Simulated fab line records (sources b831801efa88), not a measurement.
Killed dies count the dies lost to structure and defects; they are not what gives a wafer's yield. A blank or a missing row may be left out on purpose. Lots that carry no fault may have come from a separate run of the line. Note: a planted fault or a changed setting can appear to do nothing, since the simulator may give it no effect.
fab line records ; flow sfqLine
record lots=6; wafers=18; lastDay=86
route steps=325 shown I0@47 M1@58 I1@73 M2@88 M8@325
lots that met no fault: from a run of the same line without faults
startH: hours from the record's first day to the start of the lot's first wafer shown ; waitH: hours from the lot's prior step to this one ; " repeats the value in the row above ; L1.1+2: one row covering several wafers at once ; - value missing, or start not given ; * or withheld: withheld ; < > ~ a bound
route shown NAME@n: names a module that has steps shown in the file, with the first one's number in the route ; usual: mean and standard deviation over wafers with no fault ; same: alike in all rows ; chamber/n: place in a boat ; sites: readings site by site ; _std_site: the standard deviation of these ; _edge_site: inner sites' mean taken away from outer sites' mean ; radiusMm: how far each site lies from the wafer's centre ; mask NAME#n: copy n ; behind: the most recent tool/chamber to have shaped the wafer ; hold: cause of the lot's hold/its duration in hours/its outcome ; device: the n, p or np transistor that did not switch ; end of line: tests of these same wafers at the route's end ; where a step has no rows: the recipe by itself ; killed: at the first sort, the dies lost to defects and structure; wafer yield is something else ; map: a wafer's dies, x killed, . not, _ none there
set.NAME: the setting as run; set.NAME@STEP: as run at that earlier step ; model.NAME: the simulator's own value behind a step, which no gauge read
a table for each step, a row for each wafer; lots at some steps of the route
services: from which hour (startH, from the record's first day; less than 0 if before it) a tool's chamber was out of use, for how many hours, and why
## steps
# step SFQ_TRILAYER_I0_VIA_LITHO_COAT_036
# recipe resist=BARC; spinRpm=3000; resistThkNm=62
# step SFQ_TRILAYER_I0_VIA_LITHO_COAT_031
# recipe resist=KrF; spinRpm=3000; resistThkNm=650
# step SFQ_TRILAYER_I0_VIA_LITHO_SOFTBAKE_035
# recipe tempC=withheld; timeS=withheld; resist=KrF
# step SFQ_TRILAYER_I0_VIA_LITHO_EXPOSE_032
# recipe maskId=I0; na=0.6; sourceShape=conventional; sigmaOuter=0.65; targetCdNm=500; doseMj=21.3
# step SFQ_TRILAYER_I0_VIA_LITHO_PEB_034
# recipe pebTempC=115; pebTimeS=60; resist=KrF
# step SFQ_TRILAYER_I0_VIA_LITHO_DEVELOP_033
# recipe timeS=60; resist=KrF
# step SFQ_I0_OVL_MEAS_908
# usual I0_OVL=2/4.2
lot.wafer;tool;chamber;startH;waitH;I0_OVL[nm]
L929.2;overlay-01;-;250.75;0.1;10
L929.5;overlay-01;-;250.75;0.1;7
L929.6;overlay-01;-;250.75;0.1;6
L932.1;overlay-02;-;269.94;0.1;2
L932.2;overlay-02;-;269.94;0.1;7
L932.5;overlay-02;-;269.94;0.1;5
L944.2;overlay-02;-;342.80;0.1;11
L944.4;overlay-02;-;342.80;0.1;5
L944.5;overlay-02;-;342.80;0.1;10
L945.1;overlay-02;-;354.59;0.1;5
L945.3;overlay-02;-;354.59;0.1;3
L945.4;overlay-02;-;354.59;0.1;4
L948.2;overlay-01;-;373.80;0.1;-7
L948.4;overlay-01;-;373.80;0.1;-4
L948.5;overlay-01;-;373.80;0.1;-3
L949.1;overlay-01;-;382.19;0.1;7
L949.2;overlay-01;-;382.19;0.1;5
L949.6;overlay-01;-;382.19;0.1;3
# step SFQ_TRILAYER_I0_VIA_BARC_OPEN_VIA_ETCH_046
# recipe maskMaterial=PR; chemistry=O2; targetDepthNm=125; target=BARC; sourceW=500; biasW=80; pressureMtorr=30; timeS=41.7
# step SFQ_TRILAYER_I0_VIA_ETCH_VIA_ETCH_034
# recipe target=SiO2; stopOn=Nb; maskMaterial=PR; taperDeg=20; chemistry=CHF3; targetDepthNm=260; sourceW=500; biasW=80; pressureMtorr=30; timeS=withheld
# step SFQ_TRILAYER_I0_VIA_STRIP_STRIP_035
# recipe gas=O2; powerW=200; platenTempC=40; overashFraction=0.65; chemistry=O2; pressureMtorr=50
# step SFQ_TRILAYER_I0_VIA_STRIP_SOLV_CLEAN_036
# recipe chemistry=NMP; tempC=70; timeS=600
# step SFQ_TRILAYER_M1_DEP_PRE_CLEAN_038
# recipe gas=Ar; timeS=22.5; biasV=250
# step SFQ_TRILAYER_M1_DEP_SPUTTER_037
# recipe material=Nb; basePressurePa=1.33e-06; chamberPressurePa=0.1333; substrateTempC=20; resputterCathodeVoltageV=400; targetThkNm=200; powerW=2000; timeS=133.3
# usual cathodeDcPowerW=1999.9/0.32; throttleValvePct=30.0/1.2
lot.wafer;tool;chamber;startH;waitH;cathodeDcPowerW;throttleValvePct;model.Nb_of_TRILAYER_M1_DEP_SPUTTER_037.thkNm
L929.2;pvdSputter-06;-;251.73;0.0;2000.2;29.0;199.6
L929.5;pvdSputter-06;-;251.73;0.0;2000.0;29.2;200.4
L929.6;pvdSputter-06;-;251.73;0.0;1999.6;31.3;198.3
L932.1;pvdSputter-03;-;270.93;0.0;2000.5;29.0;197.6
L932.2;pvdSputter-03;-;270.93;0.0;2000.6;28.1;198.7
L932.5;pvdSputter-03;-;270.93;0.0;1999.9;28.9;198.8
L944.2;pvdSputter-06;-;343.78;0.0;2000.1;30.7;199.9
L944.4;pvdSputter-06;-;343.78;0.0;2000.2;31.1;190.1
L944.5;pvdSputter-06;-;343.78;0.0;2000.1;31.5;197.6
L945.1;pvdSputter-06;-;355.58;0.0;1999.4;30.9;200.5
L945.3;pvdSputter-06;-;355.58;0.0;1999.3;31.4;191.3
L945.4;pvdSputter-06;-;355.58;0.0;2000.0;29.0;193.7
L948.2;pvdSputter-03;-;374.86;0.0;2000.0;28.8;197.9
L948.4;pvdSputter-03;-;374.86;0.0;1999.9;31.7;199.3
L948.5;pvdSputter-03;-;374.86;0.0;1999.8;30.3;198.5
L949.1;pvdSputter-03;-;383.20;0.0;2000.5;31.6;196.3
L949.2;pvdSputter-03;-;383.20;0.0;2000.0;30.4;198.5
L949.6;pvdSputter-03;-;383.20;0.0;2000.4;27.7;199.7
# step SFQ_M1_RS_MEAS_909
# recipe thkMeasGauge=four-point-probe; reads=Nb_of_TRILAYER_M1_DEP_SPUTTER_037
# usual M1_NB_RS=0.891/0.0098
lot.wafer;tool;chamber;startH;waitH;M1_NB_RS[ohm/sq]
L929.2;filmMetro-03;-;251.84;0.1;0.891
L929.5;filmMetro-03;-;251.84;0.1;0.886
L929.6;filmMetro-03;-;251.84;0.1;0.896
L932.1;filmMetro-01;-;271.02;0.0;0.900
L932.2;filmMetro-01;-;271.02;0.0;0.895
L932.5;filmMetro-01;-;271.02;0.0;0.897
L944.2;filmMetro-02;-;343.89;0.1;0.893
L944.4;filmMetro-02;-;343.89;0.1;0.937
L944.5;filmMetro-02;-;343.89;0.1;0.899
L945.1;filmMetro-03;-;355.67;0.0;0.886
L945.3;filmMetro-03;-;355.67;0.0;0.929
L945.4;filmMetro-03;-;355.67;0.0;0.917
L948.2;filmMetro-02;-;374.97;0.1;0.902
L948.4;filmMetro-02;-;374.97;0.1;0.896
L948.5;filmMetro-02;-;374.97;0.1;0.899
L949.1;filmMetro-01;-;383.29;0.0;0.908
L949.2;filmMetro-01;-;383.29;0.0;0.897
L949.6;filmMetro-01;-;383.29;0.0;0.891
# step SFQ_TRILAYER_M1_LITHO_COAT_044
# recipe resist=BARC; spinRpm=3000; resistThkNm=62
# step SFQ_TRILAYER_M1_LITHO_COAT_039
# recipe resist=KrF; spinRpm=3000; resistThkNm=600
# step SFQ_TRILAYER_M1_LITHO_SOFTBAKE_043
# recipe tempC=withheld; timeS=withheld; resist=KrF
# step SFQ_TRILAYER_M1_LITHO_EXPOSE_040
# recipe maskId=M1; na=0.6; sourceShape=conventional; sigmaOuter=0.65; targetCdNm=500; doseMj=14.4
# step SFQ_TRILAYER_M1_LITHO_PEB_042
# recipe pebTempC=115; pebTimeS=60; resist=KrF
# step SFQ_TRILAYER_M1_LITHO_DEVELOP_041
# recipe timeS=60; resist=KrF
# step SFQ_M1_OVL_MEAS_911
# usual M1_OVL=-2/4.7
lot.wafer;tool;chamber;startH;waitH;M1_OVL[nm]
L929.2;overlay-01;-;358.20;0.1;-2
L929.5;overlay-01;-;358.20;0.1;-5
L929.6;overlay-01;-;358.20;0.1;-3
L932.1;overlay-02;-;383.39;0.1;-9
L932.2;overlay-02;-;383.39;0.1;-10
L932.5;overlay-02;-;383.39;0.1;-1
L944.2;overlay-01;-;470.24;0.1;-5
L944.4;overlay-01;-;470.24;0.1;-2
L944.5;overlay-01;-;470.24;0.1;-5
L945.1;overlay-02;-;482.23;0.1;1
L945.3;overlay-02;-;482.23;0.1;-2
L945.4;overlay-02;-;482.23;0.1;-9
L948.2;overlay-02;-;501.09;0.1;0
L948.4;overlay-02;-;501.09;0.1;0
L948.5;overlay-02;-;501.09;0.1;5
L949.1;overlay-01;-;512.88;0.1;-2
L949.2;overlay-01;-;512.88;0.1;-1
L949.6;overlay-01;-;512.88;0.1;1
# step SFQ_TRILAYER_M1_BARC_OPEN_METAL_ETCH_054
# recipe maskMaterial=PR; chemistry=O2; targetDepthNm=125; target=BARC; icpW=600; biasW=80; pressureMtorr=10; timeS=41.7
# step SFQ_TRILAYER_M1_ETCH_METAL_ETCH_042
# recipe target=Nb; stopOn=SiO2; maskMaterial=PR; chemistry=Cl2/Ar; targetDepthNm=240; icpW=600; biasW=80; pressureMtorr=10; timeS=120
# usual drypumpMotorCurrentA=5.33/0.26; oesProductAu=0.894/0.0068
lot.wafer;tool;chamber;startH;waitH;drypumpMotorCurrentA;oesProductAu;rfHoursCounterH;model.M1.featureDepthNm;model.etch.depthNm
L929.2;rieMetal-01;0;358.29;0.0;5.33;0.888;115;199.6;199.6
L929.5;rieMetal-01;0;358.29;0.0;5.35;0.891;-;200.4;200.4
L929.6;rieMetal-01;1;358.29;0.0;5.39;0.891;-;198.3;198.3
L932.1;rieMetal-01;0;383.49;0.0;5.34;0.897;119;197.6;197.6
L932.2;rieMetal-01;1;383.49;0.0;5.38;0.891;59;198.7;198.7
L932.5;rieMetal-01;0;383.49;0.0;5.36;0.902;-;198.8;198.8
L944.2;rieMetal-02;1;470.33;0.0;5.70;0.902;81;199.9;199.9
L944.4;rieMetal-02;1;470.33;0.0;5.70;0.870;-;190.1;190.1
L944.5;rieMetal-02;1;470.33;0.0;5.69;0.896;-;197.6;197.6
L945.1;rieMetal-02;1;482.33;0.0;5.65;0.892;83;200.5;200.5
L945.3;rieMetal-02;0;482.33;0.0;5.46;0.879;-;191.3;191.3
L945.4;rieMetal-02;1;482.33;0.0;5.67;0.878;-;193.7;193.7
L948.2;rieMetal-02;1;501.18;0.0;5.68;0.885;86;197.9;197.9
L948.4;rieMetal-02;0;501.18;0.0;5.49;0.891;-;199.3;199.3
L948.5;rieMetal-02;0;501.18;0.0;5.48;0.892;-;198.5;198.5
L949.1;rieMetal-01;0;513.04;0.1;5.32;0.885;145;196.3;196.3
L949.2;rieMetal-01;0;513.04;0.1;5.33;0.881;-;198.5;198.5
L949.6;rieMetal-01;0;513.04;0.1;5.33;0.892;-;199.7;199.7
# step SFQ_TRILAYER_M1_STRIP_STRIP_043
# recipe gas=O2; powerW=200; platenTempC=40; overashFraction=0.65; chemistry=O2; pressureMtorr=50
# step SFQ_TRILAYER_M1_STRIP_SOLV_CLEAN_044
# recipe chemistry=NMP; tempC=70; timeS=600
# step SFQ_TRILAYER_I1_DEP_PECVD_045
# recipe material=SiO2; tempC=150; timeS=111.11; pressureTorr=2.4; rfW=183.3; precursor=SiH4/N2O; targetThkNm=500
# usual heaterPowerOuterW=36/12; heaterPowerW=95/19; throttleValvePct=24.7/1.8
lot.wafer;tool;chamber;startH;waitH;heaterPowerOuterW;heaterPowerW;throttleValvePct
L929.2;pecvd-01;1;359.19;0.0;36;90;22.5
L929.5;pecvd-01;0;359.19;0.0;37;92;23.6
L929.6;pecvd-01;1;359.19;0.0;23;77;22.3
L932.1;pecvd-04;2;384.39;0.0;49;126;28.0
L932.2;pecvd-04;0;384.39;0.0;34;98;28.0
L932.5;pecvd-04;2;384.39;0.0;53;133;27.9
L944.2;pecvd-03;2;471.24;0.0;61;125;23.3
L944.4;pecvd-03;0;471.24;0.0;39;96;23.9
L944.5;pecvd-03;2;471.24;0.0;64;127;23.4
L945.1;pecvd-01;1;483.23;0.0;37;94;22.8
L945.3;pecvd-01;0;483.23;0.0;40;96;24.2
L945.4;pecvd-01;1;483.23;0.0;24;78;22.4
L948.2;pecvd-04;2;502.08;0.0;47;121;28.3
L948.4;pecvd-04;2;502.08;0.0;50;133;28.5
L948.5;pecvd-04;1;502.08;0.0;32;98;24.6
L949.1;pecvd-01;2;514.87;0.0;23;73;24.5
L949.2;pecvd-01;1;514.87;0.0;35;90;23.0
L949.6;pecvd-01;1;514.87;0.0;37;91;22.6
# step SFQ_TRILAYER_I1_CMP_CMP_046
# recipe material=SiO2; downForcePsi=3; platenRpm=60; padVelocityMS=0.94248
# usual motorCurrentA=9.8/1; timeToEndpointS=215/7.4
lot.wafer;tool;chamber;startH;waitH;motorCurrentA;timeToEndpointS
L929.2;cmp-01;2;373.17;13.9;9.1;212
L929.6;cmp-01;2;375.17;15.9;9.1;226
L929.5;cmp-01;3;375.17;15.9;8.3;217
L932.1;cmp-02;3;396.63;12.2;12.5;210
L932.2;cmp-02;0;396.63;12.2;9.4;216
L932.5;cmp-02;3;398.63;14.2;12.2;218
L944.2;cmp-01;3;478.05;6.8;8.7;221
L944.4;cmp-01;0;478.05;6.8;9.7;222
L944.5;cmp-01;0;480.55;9.2;10.4;219
L945.4;cmp-01;2;493.47;10.2;8.8;225
L945.1;cmp-01;3;493.47;10.2;8.6;214
L945.3;cmp-01;1;494.97;11.7;9.5;212
L948.4;cmp-01;3;508.97;6.8;8.5;220
L948.2;cmp-01;1;509.97;7.9;9.7;212
L948.5;cmp-01;3;510.97;8.8;8.6;231
L949.1;cmp-02;1;522.64;7.7;10.5;202
L949.2;cmp-02;3;523.64;8.7;12.1;210
L949.6;cmp-02;0;523.64;8.7;9.3;208
# step SFQ_I1_BOW_MEAS_912
# recipe mode=bow
# usual I1_BOW=2/8.7
lot.wafer;tool;chamber;startH;waitH;I1_BOW[um]
L929.2;filmMetro-01;-;376.19;2.5;0
L929.5;filmMetro-01;-;376.19;2.5;-1
L929.6;filmMetro-01;-;376.19;2.5;0
L932.1;filmMetro-01;-;399.13;2.0;-9
L932.2;filmMetro-01;-;399.13;2.0;2
L932.5;filmMetro-01;-;399.13;2.0;10
L944.2;filmMetro-04;-;481.07;2.5;-4
L944.4;filmMetro-04;-;481.07;2.5;9
L944.5;filmMetro-04;-;481.07;2.5;-8
L945.1;filmMetro-01;-;496.47;2.0;-1
L945.3;filmMetro-01;-;496.47;2.0;-1
L945.4;filmMetro-01;-;496.47;2.0;-7
L948.2;filmMetro-02;-;511.49;1.0;9
L948.4;filmMetro-02;-;511.49;1.0;7
L948.5;filmMetro-02;-;511.49;1.0;7
L949.1;filmMetro-04;-;525.14;2.0;10
L949.2;filmMetro-04;-;525.14;2.0;-2
L949.6;filmMetro-04;-;525.14;2.0;1
# step SFQ_TRILAYER_I1_METRO_MEASURE_047
# usual thkNm=200.1/1.1
lot.wafer;tool;chamber;startH;waitH;thkNm
L929.2;filmMetro-01;-;376.49;0.3;201.2
L929.5;filmMetro-01;-;376.49;0.3;200.4
L929.6;filmMetro-01;-;376.49;0.3;201.1
L932.1;filmMetro-01;-;399.25;0.1;200.8
L932.2;filmMetro-01;-;399.25;0.1;200.0
L932.5;filmMetro-01;-;399.25;0.1;200.3
L944.2;filmMetro-04;-;481.37;0.3;200.5
L944.4;filmMetro-04;-;481.37;0.3;197.8
L944.5;filmMetro-04;-;481.37;0.3;199.1
L945.1;filmMetro-01;-;496.59;0.1;202.0
L945.3;filmMetro-01;-;496.59;0.1;200.7
L945.4;filmMetro-01;-;496.59;0.1;201.2
L948.2;filmMetro-02;-;511.79;0.3;201.1
L948.4;filmMetro-02;-;511.79;0.3;199.7
L948.5;filmMetro-02;-;511.79;0.3;198.7
L949.1;filmMetro-04;-;525.26;0.1;199.7
L949.2;filmMetro-04;-;525.26;0.1;200.6
L949.6;filmMetro-04;-;525.26;0.1;199.7
# step SFQ_TRILAYER_I1_VIA_LITHO_COAT_054
# recipe resist=BARC; spinRpm=3000; resistThkNm=62
# step SFQ_TRILAYER_I1_VIA_LITHO_COAT_049
# recipe resist=KrF; spinRpm=3000; resistThkNm=650
# step SFQ_TRILAYER_I1_VIA_LITHO_SOFTBAKE_053
# recipe tempC=withheld; timeS=withheld; resist=KrF
# step SFQ_TRILAYER_I1_VIA_LITHO_EXPOSE_050
# recipe maskId=I1; na=0.6; sourceShape=conventional; sigmaOuter=0.65; targetCdNm=500; doseMj=21.3
# step SFQ_TRILAYER_I1_VIA_LITHO_PEB_052
# recipe pebTempC=115; pebTimeS=60; resist=KrF
# step SFQ_TRILAYER_I1_VIA_LITHO_DEVELOP_051
# recipe timeS=60; resist=KrF
# step SFQ_I1_OVL_MEAS_913
# usual I1_OVL=-8/5.1
lot.wafer;tool;chamber;startH;waitH;I1_OVL[nm]
L929.2;overlay-02;-;408.85;0.1;-10
L929.5;overlay-02;-;408.85;0.1;1
L929.6;overlay-02;-;408.85;0.1;-7
L932.1;overlay-01;-;437.20;0.1;-6
L932.2;overlay-01;-;437.20;0.1;-9
L932.5;overlay-01;-;437.20;0.1;-6
L944.2;overlay-02;-;519.33;0.1;-3
L944.4;overlay-02;-;519.33;0.1;-4
L944.5;overlay-02;-;519.33;0.1;1
L945.1;overlay-02;-;525.24;0.1;-6
L945.3;overlay-02;-;525.24;0.1;-7
L945.4;overlay-02;-;525.24;0.1;-6
L948.2;overlay-02;-;534.84;0.1;-1
L948.4;overlay-02;-;534.84;0.1;3
L948.5;overlay-02;-;534.84;0.1;-6
L949.1;overlay-02;-;544.44;0.1;-9
L949.2;overlay-02;-;544.44;0.1;2
L949.6;overlay-02;-;544.44;0.1;-9
# step SFQ_TRILAYER_I1_VIA_BARC_OPEN_VIA_ETCH_071
# recipe maskMaterial=PR; chemistry=O2; targetDepthNm=125; target=BARC; sourceW=500; biasW=80; pressureMtorr=30; timeS=41.7
# usual drypumpMotorCurrentA=5.8/0.52; oesProductAu=0.685/0.0045
lot.wafer;tool;chamber;startH;waitH;drypumpMotorCurrentA;oesProductAu;rfHoursCounterH
L929.2;rieDiel-01;1;408.88;0.0;5.2;0.686;7
L929.5;rieDiel-01;3;408.88;0.0;5.9;0.684;-
L929.6;rieDiel-01;0;408.88;0.0;5.5;0.683;-
L932.1;rieDiel-04;0;437.23;0.0;6.6;0.680;4
L932.2;rieDiel-04;1;437.23;0.0;5.7;0.688;2
L932.5;rieDiel-04;1;437.23;0.0;5.7;0.684;-
L944.2;rieDiel-03;1;519.36;0.0;6.6;0.688;4
L944.4;rieDiel-03;3;519.36;0.0;4.7;0.687;-
L944.5;rieDiel-03;2;519.36;0.0;5.7;0.682;-
L945.1;rieDiel-01;3;525.27;0.0;5.9;0.686;6
L945.3;rieDiel-01;2;525.27;0.0;5.9;0.681;47
L945.4;rieDiel-01;0;525.27;0.0;5.5;0.680;-
L948.2;rieDiel-04;1;534.87;0.0;5.7;0.678;3
L948.4;rieDiel-04;3;534.87;0.0;6.2;0.688;15
L948.5;rieDiel-04;3;534.87;0.0;6.3;0.678;-
L949.1;rieDiel-03;2;544.47;0.0;5.7;0.679;19
L949.2;rieDiel-03;1;544.47;0.0;6.5;0.686;5
L949.6;rieDiel-03;2;544.47;0.0;5.7;0.680;-
# step SFQ_TRILAYER_I1_VIA_ETCH_VIA_ETCH_052
# recipe target=SiO2; stopOn=Nb; maskMaterial=PR; taperDeg=20; chemistry=CHF3; targetDepthNm=260; sourceW=500; biasW=80; pressureMtorr=30; timeS=withheld
# step SFQ_TRILAYER_I1_VIA_STRIP_STRIP_053
# recipe gas=O2; powerW=200; platenTempC=40; overashFraction=0.65; chemistry=O2; pressureMtorr=50
# usual drypumpMotorCurrentA=5.6/0.41; oesProductAu=0.999/0.0073
lot.wafer;tool;chamber;startH;waitH;drypumpMotorCurrentA;oesProductAu;rfHoursCounterH
L929.2;rieMetal-01;1;409.03;-;5.4;1.002;64
L929.5;rieMetal-01;0;409.03;-;5.4;0.997;-
L929.6;rieMetal-01;1;409.03;-;5.4;0.998;-
L932.1;rieMetal-01;0;437.38;-;5.3;0.997;129
L932.2;rieMetal-01;1;437.38;-;5.4;0.995;69
L932.5;rieMetal-01;0;437.38;-;5.4;0.995;-
L944.2;rieMetal-02;0;519.52;-;5.5;0.989;53
L944.4;rieMetal-02;1;519.52;-;5.7;0.986;-
L944.5;rieMetal-02;0;519.52;-;5.5;1.001;-
L945.1;rieMetal-03;1;525.43;-;6.4;0.995;46
L945.3;rieMetal-03;1;525.43;-;6.4;0.993;-
L945.4;rieMetal-03;0;525.43;-;5.1;0.994;-
L948.2;rieMetal-03;1;535.03;-;6.4;1.002;47
L948.4;rieMetal-03;1;535.03;-;6.4;0.999;-
L948.5;rieMetal-03;0;535.03;-;5.1;0.997;-
L949.1;rieMetal-01;1;544.63;-;5.4;1.002;89
L949.2;rieMetal-01;0;544.63;-;5.3;1.005;152
L949.6;rieMetal-01;0;544.63;-;5.3;1.005;-
# step SFQ_TRILAYER_I1_VIA_STRIP_SOLV_CLEAN_054
# recipe chemistry=NMP; tempC=70; timeS=600
# step SFQ_TRILAYER_M2_DEP_PRE_CLEAN_056
# recipe gas=Ar; timeS=22.5; biasV=250
# step SFQ_M8_BOW_MEAS_951
# recipe mode=bow
# usual M8_BOW=5/12
lot.wafer;tool;chamber;startH;waitH;M8_BOW[um];model.etest.m1.ohmUm;model.etest.i0.linkOhm;model.etest.m1.ohmSq;model.etest.i1.linkOhm
L929.2;filmMetro-04;-;1975.88;0.0;8;1.778;1.956;0.8917;1.976
L929.5;filmMetro-04;-;1975.88;0.0;6;1.765;1.961;0.8879;1.972
L929.6;filmMetro-04;-;1975.88;0.0;9;1.779;1.961;0.8976;1.987
L932.1;filmMetro-04;-;1991.46;0.0;6;1.81;1.976;0.9004;1.976
L932.2;filmMetro-04;-;1991.46;0.0;15;1.792;1.968;0.8958;1.966
L932.5;filmMetro-04;-;1991.46;0.0;25;1.796;1.976;0.8952;1.964
L944.2;filmMetro-02;-;2056.33;0.0;11;1.798;1.947;0.8903;1.973
L944.4;filmMetro-02;-;2056.33;0.0;23;1.884;2.012;0.9363;2.023
L944.5;filmMetro-02;-;2056.33;0.0;7;1.81;1.967;0.9005;1.993
L945.1;filmMetro-04;-;2060.32;0.0;0;1.773;1.956;0.8875;1.971
L945.3;filmMetro-04;-;2060.32;0.0;-2;1.85;2.007;0.9303;2.014
L945.4;filmMetro-04;-;2060.32;0.0;-6;1.832;1.988;0.9189;2.005
L948.2;filmMetro-04;-;2074.64;0.0;4;1.808;1.979;0.8993;1.985
L948.4;filmMetro-04;-;2074.64;0.0;1;1.791;1.974;0.8927;1.974
L948.5;filmMetro-04;-;2074.64;0.0;2;1.799;1.977;0.8967;1.971
L949.1;filmMetro-02;-;2075.82;0.0;16;1.82;1.971;0.9065;1.982
L949.2;filmMetro-02;-;2075.82;0.0;4;1.796;1.958;0.8964;1.98
L949.6;filmMetro-02;-;2075.82;0.0;5;1.793;1.952;0.8911;1.959
## services
tool;chamber;startH;hours;kind
pvdSputter-03;-;244.94;7.9;repair
rieMetal-02;-;254.97;2.8;pm
pecvd-01;-;281.06;0.8;repair
cmp-01;-;291.83;1.0;repair
rieMetal-01;0;303.92;1.1;repair
cmp-01;-;311.36;1.5;repair
rieMetal-02;1;332.00;11.1;repair
filmMetro-01;-;345.60;0.4;pm
rieMetal-02;0;345.60;3.7;repair
filmMetro-01;-;349.12;0.7;pm
rieMetal-01;-;354.57;0.5;repair
cmp-01;-;355.14;5.4;pm
cmp-01;-;368.81;1.3;repair
filmMetro-01;-;369.30;2.2;pm
pvdSputter-03;-;394.25;0.6;repair
cmp-01;-;408.05;4.0;pm
filmMetro-01;-;431.41;2.3;pm
rieMetal-01;-;436.29;0.4;repair
pecvd-01;-;437.64;0.8;repair
pvdSputter-06;-;443.46;25.3;repair
pecvd-01;1;464.42;4.3;repair
rieMetal-01;-;484.38;0.6;repair
rieMetal-01;1;509.90;7.3;repair
pvdSputter-03;-;517.22;7.7;repair
## key
firstSign step=SFQ_M1_RS_MEAS_909; reading=M1_NB_RS; direction=up; sigmas=3.8; usual=0.891; struck=0.928
effect step=SFQ_TRILAYER_M1_ETCH_METAL_ETCH_042; reading=oesProductAu; direction=down; sigmas=2.7; usual=0.894; struck=0.876
modelEffect step=SFQ_TRILAYER_M1_DEP_SPUTTER_037; value=Nb_of_TRILAYER_M1_DEP_SPUTTER_037.thkNm; without=198.9; struck=191.7
modelEffect step=SFQ_TRILAYER_M1_ETCH_METAL_ETCH_042; value=M1.featureDepthNm; without=198.9; struck=191.7
modelEffect step=SFQ_M8_BOW_MEAS_951; value=etest.m1.ohmUm; without=1.788; struck=1.855
metAt SFQ_TRILAYER_M1_DEP_SPUTTER_037
struckWafers L944.4,L945.3,L945.4
onsetBetween 251.73 343.78
fault kind=processParameterDrift; tool=pvdSputter-06; chamber=-; onsetH=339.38; steps=SFQ_TRILAYER_M1_DEP_SPUTTER_037; channel=targetThkNm; offset=-7.2433; shape=step; endH=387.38; scope=struckWafersOnly; actsIn=theseRecipesOnly; stated=200
